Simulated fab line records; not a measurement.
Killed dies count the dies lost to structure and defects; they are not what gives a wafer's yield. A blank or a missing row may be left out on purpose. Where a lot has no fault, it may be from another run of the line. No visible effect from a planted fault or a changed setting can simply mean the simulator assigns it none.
2 desks, one fault ; flow sfq line ; every desk sees just its own numbers, and what lay behind them comes last

== AT THE TOOL OWNER'S DESK: pvd sputter-06 ==
The tool's own readings at SFQ_TRILAYER_M0_DEP_SPUTTER_019 (material Nb, target thk 200 nm, time 133.3 s): means of the sampled wafers that have a number, for each lot that ran on this tool. The brackets show how far a lot's mean lies from the usual mean; more than 4 standard deviations puts the lot out of limits, marked OUT.
Columns: A = throttle valve pct at SFQ_TRILAYER_M0_DEP_SPUTTER_019, usual 29.9 %
lot;first seen here;A
L903;day 7 15:11;29.4
L904;day 7 23:43;29.3
L911;day 9 07:40;29.7
L912;day 9 14:52;29.2
L914;day 10 00:28;29.3
L915;day 10 10:02;29.4
L919;day 11 16:12;29.1
L922;day 12 15:01;30.1
Result from this desk: across the 8 lots, nothing is out of limits.

== METROLOGY DESK ==
Means of the sampled wafers that have a number, per lot and without regard to the tool the lot ran on: this is what the gauges read. The brackets show how far a lot's mean lies from the usual mean; more than 4 standard deviations puts the lot out of limits, marked OUT.
Columns: A = M0_NB_RS at SFQ_M0_RS_MEAS_904, usual 0.894 ohm/sq; B = M1_OVL at SFQ_M1_OVL_MEAS_911, usual -1 nm
lot;first seen here;A;B
L903;day 7 15:17;0.906;-5
L904;day 7 23:49;0.891;-13
L905;day 8 04:36;0.890;-3
L907;day 8 13:45;0.900;-5
L908;day 8 17:22;0.898;2
L909;day 8 18:33;0.899;11
L910;day 9 01:45;0.900;3
L911;day 9 07:46;0.913;-0
L912;day 9 15:01;0.896;6
L914;day 10 00:34;0.899;1
L915;day 10 10:07;0.901;-4
L919;day 11 16:19;1.388 (+55) OUT;-2
L922;day 12 15:08;2.364 (+99 or more) OUT;3
L926;day 13 05:34;0.894;5
This desk finds L919, L922 out of limits, with the earliest case on L919 at day 11 16:19 (M0_NB_RS at SFQ_M0_RS_MEAS_904). L903, L904, L905, L907, L908, L909, L910, L911, L912, L914, L915, L926 stayed within limits.

== TAKEN TOGETHER ==
On L919, L922, the metrology desk was in a position to raise an alarm at day 11 16:19.
The desk of the tool owner found nothing out of limits.
On record at the tool owner's desk: L919, L922, within its limits.
Of the lots named, all ran SFQ_TRILAYER_M0_DEP_SPUTTER_019 on pvd sputter-06.

== WHAT WAS PUT IN BY THE SIMULATOR ==
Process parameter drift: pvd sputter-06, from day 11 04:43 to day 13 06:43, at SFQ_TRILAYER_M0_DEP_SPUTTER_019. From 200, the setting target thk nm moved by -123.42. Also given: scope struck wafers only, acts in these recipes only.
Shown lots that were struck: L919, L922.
Time in hours between the start of the fault and the first out-of-limits reading at each desk: metrology desk, 12.
